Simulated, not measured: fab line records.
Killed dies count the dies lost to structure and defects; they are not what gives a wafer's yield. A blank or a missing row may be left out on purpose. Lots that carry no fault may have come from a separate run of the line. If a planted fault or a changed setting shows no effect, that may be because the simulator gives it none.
The tool behind it: which one? :: flow gf180mcu :: 42 wafers from 14 lots sampled at 6 of the route's 602 steps

WHAT EACH GAUGE READ, for each wafer
GF_V5_CD_MEAS_14: target cd 260 nm.
lot: L794
measured: day 27 03:08
on: cd_sem-01
cd_nm (nm): 258.6 257.5 259.3

lot: L795
measured: day 27 13:19
on: cd_sem-02
cd_nm (nm): 259.6 260.9 260.0

lot: L797
measured: day 28 05:08
on: cd_sem-01
cd_nm (nm): 259.4 259.9 260.8

lot: L798
measured: day 28 20:25
on: cd_sem-01
cd_nm (nm): 260.5 260.2 258.3

lot: L799
measured: day 29 08:22
on: cd_sem-02
cd_nm (nm): 260.6 260.5 262.0

lot: L801
measured: day 29 13:03
on: cd_sem-02
cd_nm (nm): 260.5 260.5 260.0

lot: L802
measured: day 30 03:34
on: cd_sem-01
cd_nm (nm): 259.5 260.0 260.3

lot: L803
measured: day 30 08:55
on: cd_sem-02
cd_nm (nm): 262.3 261.9 260.9

lot: L805
measured: day 30 17:16
on: cd_sem-01
cd_nm (nm): 261.0 261.4 258.3

lot: L811
measured: day 32 06:56
on: cd_sem-01
cd_nm (nm): 258.9 259.0 259.4

lot: L812
measured: day 32 10:31
on: cd_sem-01
cd_nm (nm): 260.6 261.1 262.3

lot: L813
measured: day 32 17:31
on: cd_sem-01
cd_nm (nm): 260.8 260.3 260.4

lot: L814
measured: day 32 21:55
on: cd_sem-02
cd_nm (nm): 258.2 259.7 259.2

lot: L816
measured: day 33 09:26
on: cd_sem-02
cd_nm (nm): 258.6 258.7 257.9

GF_PASSIVATION_THK_MEAS_03.
lot: L794
measured: day 28 01:50
on: film_metro-01
PASSIVATION_CVD_02_THK (nm): 689 708 714

lot: L795
measured: day 28 11:35
on: film_metro-02
PASSIVATION_CVD_02_THK (nm): 702 704 708

lot: L797
measured: day 29 03:29
on: film_metro-01
PASSIVATION_CVD_02_THK (nm): 706 698 713

lot: L798
measured: day 29 18:05
on: film_metro-04
PASSIVATION_CVD_02_THK (nm): 698 690 705

lot: L799
measured: day 30 06:32
on: film_metro-04
PASSIVATION_CVD_02_THK (nm): 706 706 711

lot: L801
measured: day 30 10:58
on: film_metro-01
PASSIVATION_CVD_02_THK (nm): 697 708 708

lot: L802
measured: day 31 01:11
on: film_metro-04
PASSIVATION_CVD_02_THK (nm): 694 697 701

lot: L803
measured: day 31 05:31
on: film_metro-02
PASSIVATION_CVD_02_THK (nm): 694 709 715

lot: L805
measured: day 31 14:01
on: film_metro-04
PASSIVATION_CVD_02_THK (nm): 703 696 710

lot: L811
measured: day 33 01:45
on: film_metro-01
PASSIVATION_CVD_02_THK (nm): 692 940 708

lot: L812
measured: day 33 05:44
on: film_metro-01
PASSIVATION_CVD_02_THK (nm): 927 700 705

lot: L813
measured: day 33 12:43
on: film_metro-01
PASSIVATION_CVD_02_THK (nm): 690 689 706

lot: L814
measured: day 33 16:35
on: film_metro-01
PASSIVATION_CVD_02_THK (nm): 685 684 684

lot: L816
measured: day 34 03:43
on: film_metro-02
PASSIVATION_CVD_02_THK (nm): 693 693 703

GF_PASSIVATION_BOW_MEAS_14.
lot: L794
measured: day 28 23:20
on: film_metro-04
PASSIVATION_BOW (um): 135 123 124

lot: L795
measured: day 29 09:46
on: film_metro-02
PASSIVATION_BOW (um): 155 149 151

lot: L797
measured: day 30 00:17
on: film_metro-04
PASSIVATION_BOW (um): 146 146 151

lot: L798
measured: day 30 14:06
on: film_metro-02
PASSIVATION_BOW (um): 148 135 135

lot: L799
measured: day 31 01:57
on: film_metro-01
PASSIVATION_BOW (um): 156 140 144

lot: L801
measured: day 31 06:43
on: film_metro-02
PASSIVATION_BOW (um): 130 147 137

lot: L802
measured: day 31 21:31
on: film_metro-02
PASSIVATION_BOW (um): 145 146 146

lot: L803
measured: day 32 00:38
on: film_metro-04
PASSIVATION_BOW (um): 144 138 131

lot: L805
measured: day 32 08:57
on: film_metro-01
PASSIVATION_BOW (um): 137 143 145

lot: L811
measured: day 33 18:58
on: film_metro-01
PASSIVATION_BOW (um): 115 132 131

lot: L812
measured: day 33 22:47
on: film_metro-02
PASSIVATION_BOW (um): 172 149 163

lot: L813
measured: day 34 05:09
on: film_metro-04
PASSIVATION_BOW (um): 131 150 142

lot: L814
measured: day 34 09:36
on: film_metro-01
PASSIVATION_BOW (um): 133 133 138

lot: L816
measured: day 34 19:46
on: film_metro-04
PASSIVATION_BOW (um): 148 146 141

WHAT TOOL EACH LOT RAN ON (gives the tool, then ch and the chambers of the sampled wafers, and finally the start)
lot: L794
GF_TOP_METAL_SPUTTER_01: pvd_sputter-02, day 27 04:45
GF_PASSIVATION_CVD_02: pecvd-01 ch 0,1, day 28 01:32
GF_PASSIVATION_ETCH_11: rie_diel-03 ch 2,3, day 28 21:26

lot: L795
GF_TOP_METAL_SPUTTER_01: pvd_sputter-04, day 27 14:55
GF_PASSIVATION_CVD_02: pecvd-03 ch 0,1, day 28 11:16
GF_PASSIVATION_ETCH_11: rie_diel-02 ch 0,1,2, day 29 07:02

lot: L797
GF_TOP_METAL_SPUTTER_01: pvd_sputter-04, day 28 06:46
GF_PASSIVATION_CVD_02: pecvd-03 ch 0,1, day 29 03:12
GF_PASSIVATION_ETCH_11: rie_diel-01 ch 0,1, day 29 22:25

lot: L798
GF_TOP_METAL_SPUTTER_01: pvd_sputter-04, day 28 22:05
GF_PASSIVATION_CVD_02: pecvd-03 ch 1,2, day 29 17:49
GF_PASSIVATION_ETCH_11: rie_diel-03 ch 1,3, day 30 12:14

lot: L799
GF_TOP_METAL_SPUTTER_01: pvd_sputter-02, day 29 10:00
GF_PASSIVATION_CVD_02: pecvd-03 ch 0,1, day 30 06:15
GF_PASSIVATION_ETCH_11: rie_diel-03 ch 2,3, day 31 00:05

lot: L801
GF_TOP_METAL_SPUTTER_01: pvd_sputter-02, day 29 14:47
GF_PASSIVATION_CVD_02: pecvd-03 ch 0,1, day 30 10:40
GF_PASSIVATION_ETCH_11: rie_diel-01 ch 2,3, day 31 04:49

lot: L802
GF_TOP_METAL_SPUTTER_01: pvd_sputter-04, day 30 05:17
GF_PASSIVATION_CVD_02: pecvd-04 ch 0,1,2, day 31 00:53
GF_PASSIVATION_ETCH_11: rie_diel-01 ch 1,2,3, day 31 18:53

lot: L803
GF_TOP_METAL_SPUTTER_01: pvd_sputter-04, day 30 10:38
GF_PASSIVATION_CVD_02: pecvd-01 ch 0,2, day 31 05:13
GF_PASSIVATION_ETCH_11: rie_diel-03 ch 0,1,3, day 31 22:44

lot: L805
GF_TOP_METAL_SPUTTER_01: pvd_sputter-04, day 30 19:04
GF_PASSIVATION_CVD_02: pecvd-03 ch 0,1, day 31 13:43
GF_PASSIVATION_ETCH_11: rie_diel-03 ch 1,3, day 32 07:05

lot: L811
GF_TOP_METAL_SPUTTER_01: pvd_sputter-02, day 32 08:38
GF_PASSIVATION_CVD_02: pecvd-03 ch 0,1,2, day 33 01:27
GF_PASSIVATION_ETCH_11: rie_diel-03 ch 0,2, day 33 17:05

lot: L812
GF_TOP_METAL_SPUTTER_01: pvd_sputter-01, day 32 12:22
GF_PASSIVATION_CVD_02: pecvd-03 ch 0,1,2, day 33 05:26
GF_PASSIVATION_ETCH_11: rie_diel-02 ch 1,3, day 33 20:53

lot: L813
GF_TOP_METAL_SPUTTER_01: pvd_sputter-01, day 32 19:17
GF_PASSIVATION_CVD_02: pecvd-01 ch 0,1,2, day 33 12:26
GF_PASSIVATION_ETCH_11: rie_diel-01 ch 0,1,2, day 34 03:17

lot: L814
GF_TOP_METAL_SPUTTER_01: pvd_sputter-01, day 32 23:34
GF_PASSIVATION_CVD_02: pecvd-04 ch 0,1,2, day 33 16:17
GF_PASSIVATION_ETCH_11: rie_diel-02 ch 0,1,2, day 34 07:44

lot: L816
GF_TOP_METAL_SPUTTER_01: pvd_sputter-02, day 33 11:04
GF_PASSIVATION_CVD_02: pecvd-01 ch 0,1,2, day 34 03:25
GF_PASSIVATION_ETCH_11: rie_diel-01 ch 1,2,3, day 34 17:53
- GF_TOP_METAL_SPUTTER_01: material TiN, target thk 30 nm, time 25.67 s.
- GF_PASSIVATION_CVD_02: deposits Si3N4, target thk 700 nm, time 486.18 s.
- GF_PASSIVATION_ETCH_11: etches the open film in CF4/O2, stops on TiN, target depth 2040 nm, time 453.3 s.

WHAT THE TOOLS THEMSELVES READ (means of the sampled wafers that have a number; where no wafer has one, the mark that the record gives instead)
GF_TOP_METAL_SPUTTER_01.
lot: L794
tool: pvd_sputter-02
chamber_pressure_pa (Pa): 0.3998
throttle_valve_pct (%): 28.7

lot: L795
tool: pvd_sputter-04
chamber_pressure_pa (Pa): 0.3991
throttle_valve_pct (%): 30.3

lot: L797
tool: pvd_sputter-04
chamber_pressure_pa (Pa): 0.4003
throttle_valve_pct (%): 30.2

lot: L798
tool: pvd_sputter-04
chamber_pressure_pa (Pa): 0.3998
throttle_valve_pct (%): 30.4

lot: L799
tool: pvd_sputter-02
chamber_pressure_pa (Pa): 0.3990
throttle_valve_pct (%): 28.9

lot: L801
tool: pvd_sputter-02
chamber_pressure_pa (Pa): 0.4001
throttle_valve_pct (%): 29.0

lot: L802
tool: pvd_sputter-04
chamber_pressure_pa (Pa): 0.3998
throttle_valve_pct (%): 30.3

lot: L803
tool: pvd_sputter-04
chamber_pressure_pa (Pa): 0.4004
throttle_valve_pct (%): 31.0

lot: L805
tool: pvd_sputter-04
chamber_pressure_pa (Pa): 0.4005
throttle_valve_pct (%): 29.7

lot: L811
tool: pvd_sputter-02
chamber_pressure_pa (Pa): 0.3998
throttle_valve_pct (%): 28.7

lot: L812
tool: pvd_sputter-01
chamber_pressure_pa (Pa): 0.3997
throttle_valve_pct (%): 29.6

lot: L813
tool: pvd_sputter-01
chamber_pressure_pa (Pa): 0.4003
throttle_valve_pct (%): 28.5

lot: L814
tool: pvd_sputter-01
chamber_pressure_pa (Pa): 0.3994
throttle_valve_pct (%): 28.6

lot: L816
tool: pvd_sputter-02
chamber_pressure_pa (Pa): 0.4001
throttle_valve_pct (%): 28.4

GF_PASSIVATION_CVD_02.
lot: L794
tool: pecvd-01
heater_power_w (W): 582

lot: L795
tool: pecvd-03
heater_power_w (W): 684

lot: L797
tool: pecvd-03
heater_power_w (W): 766

lot: L798
tool: pecvd-03
heater_power_w (W): 717

lot: L799
tool: pecvd-03
heater_power_w (W): 687

lot: L801
tool: pecvd-03
heater_power_w (W): 759

lot: L802
tool: pecvd-04
heater_power_w (W): 740

lot: L803
tool: pecvd-01
heater_power_w (W): 717

lot: L805
tool: pecvd-03
heater_power_w (W): 731

lot: L811
tool: pecvd-03
heater_power_w (W): 702

lot: L812
tool: pecvd-03
heater_power_w (W): 742

lot: L813
tool: pecvd-01
heater_power_w (W): 650

lot: L814
tool: pecvd-04
heater_power_w (W): 765

lot: L816
tool: pecvd-01
heater_power_w (W): 637

GF_PASSIVATION_ETCH_11.
lot: L794
tool: rie_diel-03
chamber_pressure_mTorr (mTorr): 149.92
drypump_motor_current_A (A): 5.6
oes_product_au (a.u.): 0.983
throttle_valve_pct (%): 5.972

lot: L795
tool: rie_diel-02
chamber_pressure_mTorr (mTorr): 150.01
drypump_motor_current_A (A): 5.4
oes_product_au (a.u.): 0.989
throttle_valve_pct (%): 5.966

lot: L797
tool: rie_diel-01
chamber_pressure_mTorr (mTorr): 149.99
drypump_motor_current_A (A): 5.7
oes_product_au (a.u.): 0.989
throttle_valve_pct (%): 5.969

lot: L798
tool: rie_diel-03
chamber_pressure_mTorr (mTorr): 150.05
drypump_motor_current_A (A): 5.6
oes_product_au (a.u.): 0.986
throttle_valve_pct (%): 5.972

lot: L799
tool: rie_diel-03
chamber_pressure_mTorr (mTorr): 150.12
drypump_motor_current_A (A): 5.5
oes_product_au (a.u.): 0.984
throttle_valve_pct (%): 5.966

lot: L801
tool: rie_diel-01
chamber_pressure_mTorr (mTorr): 150.05
drypump_motor_current_A (A): 5.9
oes_product_au (a.u.): 0.987
throttle_valve_pct (%): 5.970

lot: L802
tool: rie_diel-01
chamber_pressure_mTorr (mTorr): 150.08
drypump_motor_current_A (A): 5.9
oes_product_au (a.u.): 0.991
throttle_valve_pct (%): 5.966

lot: L803
tool: rie_diel-03
chamber_pressure_mTorr (mTorr): 149.92
drypump_motor_current_A (A): 5.6
oes_product_au (a.u.): 0.992
throttle_valve_pct (%): 5.967

lot: L805
tool: rie_diel-03
chamber_pressure_mTorr (mTorr): 150.20
drypump_motor_current_A (A): 5.7
oes_product_au (a.u.): 0.990
throttle_valve_pct (%): 5.979

lot: L811
tool: rie_diel-03
chamber_pressure_mTorr (mTorr): 150.12
drypump_motor_current_A (A): 5.4
oes_product_au (a.u.): 0.980
throttle_valve_pct (%): 5.967

lot: L812
tool: rie_diel-02
chamber_pressure_mTorr (mTorr): 150.04
drypump_motor_current_A (A): 5.7
oes_product_au (a.u.): 0.979
throttle_valve_pct (%): 5.970

lot: L813
tool: rie_diel-01
chamber_pressure_mTorr (mTorr): 149.98
drypump_motor_current_A (A): 5.6
oes_product_au (a.u.): 0.992
throttle_valve_pct (%): 5.966

lot: L814
tool: rie_diel-02
chamber_pressure_mTorr (mTorr): 149.99
drypump_motor_current_A (A): 5.4
oes_product_au (a.u.): 0.988
throttle_valve_pct (%): 5.971

lot: L816
tool: rie_diel-01
chamber_pressure_mTorr (mTorr): 149.99
drypump_motor_current_A (A): 5.9
oes_product_au (a.u.): 0.988
throttle_valve_pct (%): 5.974

THE ANSWER, worked out from the rows above alone
Rule: the lots themselves supply what counts as usual. Put in order of their means at a reading, lots are off if they are a third of the lots or fewer, leave a main group of 4 or more, and stand apart from it by a gap of 3 or more times the standard deviation of the main group's means; of several such gaps the widest counts. If all means in a main group match to the digits the tables above print for the reading, that group is not used. A lot without any number at a reading at which 4 lots or more have one is off too. Where the step has rows for the other lots, those lots are counted as sound. First the gauges in route order, then the tools' own readings, where a lot's mean is used as printed above. At the first step where some lot is off, the reading lying furthest off is the one used; lots without a number count as furthest.
Off: at GF_PASSIVATION_THK_MEAS_03 (PASSIVATION_CVD_02_THK), L811, L812. The main group has a mean of 700 nm with a standard deviation of 6.3.
A tool fits if, at a process step before that reading, it ran every lot that is off, and no sound lot after the first of them. Gauges at GF_PASSIVATION_THK_MEAS_03: tried the same way as those tools. One fits: pecvd-03 at GF_PASSIVATION_CVD_02. Its last sound lot is L805 (day 31 13:43), its first lot that is off L811 (day 33 01:27): a fault that began between those two fits.

WHAT THE SIMULATOR HAD INSERTED
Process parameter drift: pecvd-03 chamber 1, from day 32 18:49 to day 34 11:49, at GF_PASSIVATION_CVD_02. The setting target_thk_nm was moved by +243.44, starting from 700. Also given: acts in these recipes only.
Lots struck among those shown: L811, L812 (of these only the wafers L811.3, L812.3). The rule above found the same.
